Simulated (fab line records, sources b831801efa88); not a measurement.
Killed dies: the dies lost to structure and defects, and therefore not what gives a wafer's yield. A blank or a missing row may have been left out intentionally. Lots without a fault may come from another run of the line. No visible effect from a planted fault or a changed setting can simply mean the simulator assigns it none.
Which of the tools did it? || flow sky130 || Sampling: 13 lots, 39 wafers, 4 of 708 route steps

## WHAT THE GAUGES READ, wafer by wafer
SKY_GATE_OXIDE_OVL_MEAS_10.
{"lot": "L190", "measured": "day 13 23:32", "on": "overlay-01", "GATE_OXIDE_OVL (nm)": "-0.4 0.9 1.9"}
{"lot": "L191", "measured": "day 14 04:47", "on": "overlay-02", "GATE_OXIDE_OVL (nm)": "1.1 0.7 2.8"}
{"lot": "L192", "measured": "day 14 08:51", "on": "overlay-02", "GATE_OXIDE_OVL (nm)": "2.5 1.7 -1.0"}
{"lot": "L194", "measured": "day 15 10:08", "on": "overlay-02", "GATE_OXIDE_OVL (nm)": "1.2 3.0 1.8"}
{"lot": "L196", "measured": "day 15 20:10", "on": "overlay-02", "GATE_OXIDE_OVL (nm)": "-0.2 -0.8 -0.6"}
{"lot": "L197", "measured": "day 16 08:22", "on": "overlay-02", "GATE_OXIDE_OVL (nm)": "1.2 0.3 0.4"}
{"lot": "L198", "measured": "day 16 08:26", "on": "overlay-01", "GATE_OXIDE_OVL (nm)": "1.5 1.4 3.0"}
{"lot": "L199", "measured": "day 16 23:07", "on": "overlay-01", "GATE_OXIDE_OVL (nm)": "0.8 0.2 0.1"}
{"lot": "L201", "measured": "day 18 02:07", "on": "overlay-02", "GATE_OXIDE_OVL (nm)": "1.5 0.2 0.4"}
{"lot": "L206", "measured": "day 19 22:16", "on": "overlay-02", "GATE_OXIDE_OVL (nm)": "-0.5 -3.1 -1.2"}
{"lot": "L207", "measured": "day 20 03:16", "on": "overlay-01", "GATE_OXIDE_OVL (nm)": "-0.6 -1.6 -2.0"}
{"lot": "L213", "measured": "day 22 04:52", "on": "overlay-01", "GATE_OXIDE_OVL (nm)": "-3.3 -2.8 -2.1"}
{"lot": "L212", "measured": "day 22 06:19", "on": "overlay-01", "GATE_OXIDE_OVL (nm)": "2.1 1.3 1.2"}

SKY_POLY_GATE_THK_MEAS_01.
{"lot": "L190", "measured": "day 14 03:31", "on": "film metro-04", "POLY_GATE_CVD_00_THK (nm)": "177.7 177.8 178.5"}
{"lot": "L191", "measured": "day 14 08:59", "on": "film metro-02", "POLY_GATE_CVD_00_THK (nm)": "180.9 179.7 180.1"}
{"lot": "L192", "measured": "day 14 13:07", "on": "film metro-01", "POLY_GATE_CVD_00_THK (nm)": "180.8 179.3 179.4"}
{"lot": "L194", "measured": "day 15 14:46", "on": "film metro-04", "POLY_GATE_CVD_00_THK (nm)": "178.6 179.0 179.7"}
{"lot": "L196", "measured": "day 16 02:06", "on": "film metro-01", "POLY_GATE_CVD_00_THK (nm)": "180.6 182.9 181.5"}
{"lot": "L197", "measured": "day 16 11:35", "on": "film metro-02", "POLY_GATE_CVD_00_THK (nm)": "182.7 183.3 182.4"}
{"lot": "L198", "measured": "day 16 12:47", "on": "film metro-01", "POLY_GATE_CVD_00_THK (nm)": "180.4 181.0 180.9"}
{"lot": "L199", "measured": "day 17 02:20", "on": "film metro-04", "POLY_GATE_CVD_00_THK (nm)": "179.6 181.3 179.3"}
{"lot": "L201", "measured": "day 18 08:38", "on": "film metro-02", "POLY_GATE_CVD_00_THK (nm)": "180.1 178.8 177.6"}
{"lot": "L213", "measured": "day 22 08:15", "on": "film metro-04", "POLY_GATE_CVD_00_THK (nm)": "179.6 180.1 178.9"}
{"lot": "L212", "measured": "day 22 09:34", "on": "film metro-02", "POLY_GATE_CVD_00_THK (nm)": "180.0 181.9 179.7"}

## WHICH TOOL RAN EACH LOT (tool, then ch and the chambers of the sampled wafers, then the start)
{"lot": "L190", "SKY_GATE_OXIDE_WET_ETCH_12": "wet bench-04 ch 2, day 13 23:43", "SKY_GATE_OXIDE_STRIP_13": "plasma asher-04 ch 0,1, day 13 23:49"}
{"lot": "L191", "SKY_GATE_OXIDE_WET_ETCH_12": "wet bench-02 ch 0, day 14 04:58", "SKY_GATE_OXIDE_STRIP_13": "plasma asher-03 ch 0,1, day 14 05:05"}
{"lot": "L192", "SKY_GATE_OXIDE_WET_ETCH_12": "wet bench-03 ch 3, day 14 09:01", "SKY_GATE_OXIDE_STRIP_13": "plasma asher-04 ch 0,1, day 14 09:10"}
{"lot": "L194", "SKY_GATE_OXIDE_WET_ETCH_12": "wet bench-02 ch 3, day 15 10:19", "SKY_GATE_OXIDE_STRIP_13": "plasma asher-04 ch 0,1, day 15 10:26"}
{"lot": "L196", "SKY_GATE_OXIDE_WET_ETCH_12": "wet bench-02 ch 3, day 15 20:20", "SKY_GATE_OXIDE_STRIP_13": "plasma asher-02 ch 0,1, day 15 20:27"}
{"lot": "L197", "SKY_GATE_OXIDE_WET_ETCH_12": "wet bench-02 ch 3, day 16 08:32", "SKY_GATE_OXIDE_STRIP_13": "plasma asher-02 ch 0,1, day 16 08:39"}
{"lot": "L198", "SKY_GATE_OXIDE_WET_ETCH_12": "wet bench-04 ch 3, day 16 08:37", "SKY_GATE_OXIDE_STRIP_13": "plasma asher-03 ch 0,1, day 16 08:43"}
{"lot": "L199", "SKY_GATE_OXIDE_WET_ETCH_12": "wet bench-02 ch 0, day 16 23:17", "SKY_GATE_OXIDE_STRIP_13": "plasma asher-02 ch 0, day 16 23:23"}
{"lot": "L201", "SKY_GATE_OXIDE_WET_ETCH_12": "wet bench-02 ch 1, day 18 02:17", "SKY_GATE_OXIDE_STRIP_13": "plasma asher-02 ch 0,1, day 18 02:26"}
{"lot": "L206", "SKY_GATE_OXIDE_WET_ETCH_12": "wet bench-02 ch 1, day 19 22:26", "SKY_GATE_OXIDE_STRIP_13": "plasma asher-04 ch 0,1, day 19 22:33"}
{"lot": "L207", "SKY_GATE_OXIDE_WET_ETCH_12": "wet bench-03 ch 0, day 20 03:27", "SKY_GATE_OXIDE_STRIP_13": "plasma asher-03 ch 0,1, day 20 03:34"}
{"lot": "L213", "SKY_GATE_OXIDE_WET_ETCH_12": "wet bench-03 ch 1, day 22 05:04", "SKY_GATE_OXIDE_STRIP_13": "plasma asher-03 ch 1, day 22 05:10"}
{"lot": "L212", "SKY_GATE_OXIDE_WET_ETCH_12": "wet bench-02 ch 3, day 22 06:30", "SKY_GATE_OXIDE_STRIP_13": "plasma asher-02 ch 0,1, day 22 06:37"}
- SKY_GATE_OXIDE_WET_ETCH_12: etches SiO2 in dHF, target depth 16.8 nm, time 336 s.
- SKY_GATE_OXIDE_STRIP_13: strips in O2/N2.

## WHAT THE TOOLS THEMSELVES READ (means of the sampled wafers that have a number; where no wafer has one, the mark that the record gives instead)
SKY_GATE_OXIDE_WET_ETCH_12.
{"lot": "L190", "tool": "wet bench-04", "bath heat duty pct (%)": 5.6, "run length s (s)": 362.1}
{"lot": "L191", "tool": "wet bench-02", "bath heat duty pct (%)": 5.9, "run length s (s)": 369.4}
{"lot": "L192", "tool": "wet bench-03", "bath heat duty pct (%)": 6.5, "run length s (s)": 362.5}
{"lot": "L194", "tool": "wet bench-02", "bath heat duty pct (%)": 6.0, "run length s (s)": 369.6}
{"lot": "L196", "tool": "wet bench-02", "bath heat duty pct (%)": 5.8, "run length s (s)": 362.9}
{"lot": "L197", "tool": "wet bench-02", "bath heat duty pct (%)": 5.8, "run length s (s)": 362.4}
{"lot": "L198", "tool": "wet bench-04", "bath heat duty pct (%)": 6.0, "run length s (s)": 360.9}
{"lot": "L199", "tool": "wet bench-02", "bath heat duty pct (%)": 5.8, "run length s (s)": 361.8}
{"lot": "L201", "tool": "wet bench-02", "bath heat duty pct (%)": 5.7, "run length s (s)": 361.9}
{"lot": "L206", "tool": "wet bench-02", "bath heat duty pct (%)": "-", "run length s (s)": "-"}
{"lot": "L207", "tool": "wet bench-03", "bath heat duty pct (%)": "-", "run length s (s)": "-"}
{"lot": "L213", "tool": "wet bench-03", "bath heat duty pct (%)": 5.5, "run length s (s)": 363.2}
{"lot": "L212", "tool": "wet bench-02", "bath heat duty pct (%)": 5.3, "run length s (s)": 362.2}

SKY_GATE_OXIDE_STRIP_13.
{"lot": "L190", "tool": "plasma asher-04", "chamber pressure mTorr (mTorr)": 1499.1, "drypump motor current A (A)": 6.0, "o2 flow sccm (sccm)": 3005, "oes product au (a.u.)": 0.718, "strip time to endpoint s (s)": 14.19}
{"lot": "L191", "tool": "plasma asher-03", "chamber pressure mTorr (mTorr)": 1499.0, "drypump motor current A (A)": 5.1, "o2 flow sccm (sccm)": 2988, "oes product au (a.u.)": 0.716, "strip time to endpoint s (s)": 14.18}
{"lot": "L192", "tool": "plasma asher-04", "chamber pressure mTorr (mTorr)": 1500.1, "drypump motor current A (A)": 6.0, "o2 flow sccm (sccm)": 3000, "oes product au (a.u.)": 0.717, "strip time to endpoint s (s)": 14.17}
{"lot": "L194", "tool": "plasma asher-04", "chamber pressure mTorr (mTorr)": 1500.5, "drypump motor current A (A)": 6.1, "o2 flow sccm (sccm)": 3017, "oes product au (a.u.)": 0.715, "strip time to endpoint s (s)": 14.17}
{"lot": "L196", "tool": "plasma asher-02", "chamber pressure mTorr (mTorr)": 1500.4, "drypump motor current A (A)": 5.8, "o2 flow sccm (sccm)": 2998, "oes product au (a.u.)": 0.712, "strip time to endpoint s (s)": 14.20}
{"lot": "L197", "tool": "plasma asher-02", "chamber pressure mTorr (mTorr)": 1501.5, "drypump motor current A (A)": 5.8, "o2 flow sccm (sccm)": 3001, "oes product au (a.u.)": 0.721, "strip time to endpoint s (s)": 14.18}
{"lot": "L198", "tool": "plasma asher-03", "chamber pressure mTorr (mTorr)": 1498.4, "drypump motor current A (A)": 5.2, "o2 flow sccm (sccm)": 2986, "oes product au (a.u.)": 0.713, "strip time to endpoint s (s)": 14.25}
{"lot": "L199", "tool": "plasma asher-02", "chamber pressure mTorr (mTorr)": 1499.7, "drypump motor current A (A)": 5.7, "o2 flow sccm (sccm)": 3005, "oes product au (a.u.)": 0.714, "strip time to endpoint s (s)": 14.18}
{"lot": "L201", "tool": "plasma asher-02", "chamber pressure mTorr (mTorr)": 1500.6, "drypump motor current A (A)": 5.7, "o2 flow sccm (sccm)": 3012, "oes product au (a.u.)": 0.718, "strip time to endpoint s (s)": 14.17}
{"lot": "L206", "tool": "plasma asher-04", "chamber pressure mTorr (mTorr)": 1499.9, "drypump motor current A (A)": 6.0, "o2 flow sccm (sccm)": 3008, "oes product au (a.u.)": 0.717, "strip time to endpoint s (s)": 14.22}
{"lot": "L207", "tool": "plasma asher-03", "chamber pressure mTorr (mTorr)": 1500.1, "drypump motor current A (A)": 5.1, "o2 flow sccm (sccm)": 3004, "oes product au (a.u.)": 0.714, "strip time to endpoint s (s)": 14.22}
{"lot": "L213", "tool": "plasma asher-03", "chamber pressure mTorr (mTorr)": 1500.5, "drypump motor current A (A)": 4.8, "o2 flow sccm (sccm)": 3011, "oes product au (a.u.)": 0.717, "strip time to endpoint s (s)": 14.16}
{"lot": "L212", "tool": "plasma asher-02", "chamber pressure mTorr (mTorr)": 1499.7, "drypump motor current A (A)": 5.7, "o2 flow sccm (sccm)": 2992, "oes product au (a.u.)": 0.714, "strip time to endpoint s (s)": 14.20}

## THE ANSWER, worked out from the rows above alone
Rule: usual is defined by the lots themselves. Put in order of their means at a reading, lots are off if they are a third of the lots or fewer, leave a main group of 4 or more, and stand apart from it by a gap of 3 or more times the standard deviation of the main group's means; of several such gaps the widest counts. A main group is skipped when, at the precision printed for the reading in the tables above, its means are all equal. Also off: a lot with no number at a reading for which 4 or more lots have one. All remaining lots with rows at the step are treated as sound. First the gauges in route order, then the tools' own readings, where a lot's mean is used as printed above. The first step at which some lot is off is used, and at that step the reading that is off furthest; a lot without a number counts as furthest.
Off: L206, L207 (SKY_GATE_OXIDE_WET_ETCH_12, bath heat duty pct). Without a number there: L206, L207. The main group: mean 5.8 %, standard deviation 0.3.
A tool fits if, at that step or a process step before it, it ran every lot that is off, and no sound lot after the first of them. Of those tried, none fits.

## WHAT THE SIMULATOR PUT IN
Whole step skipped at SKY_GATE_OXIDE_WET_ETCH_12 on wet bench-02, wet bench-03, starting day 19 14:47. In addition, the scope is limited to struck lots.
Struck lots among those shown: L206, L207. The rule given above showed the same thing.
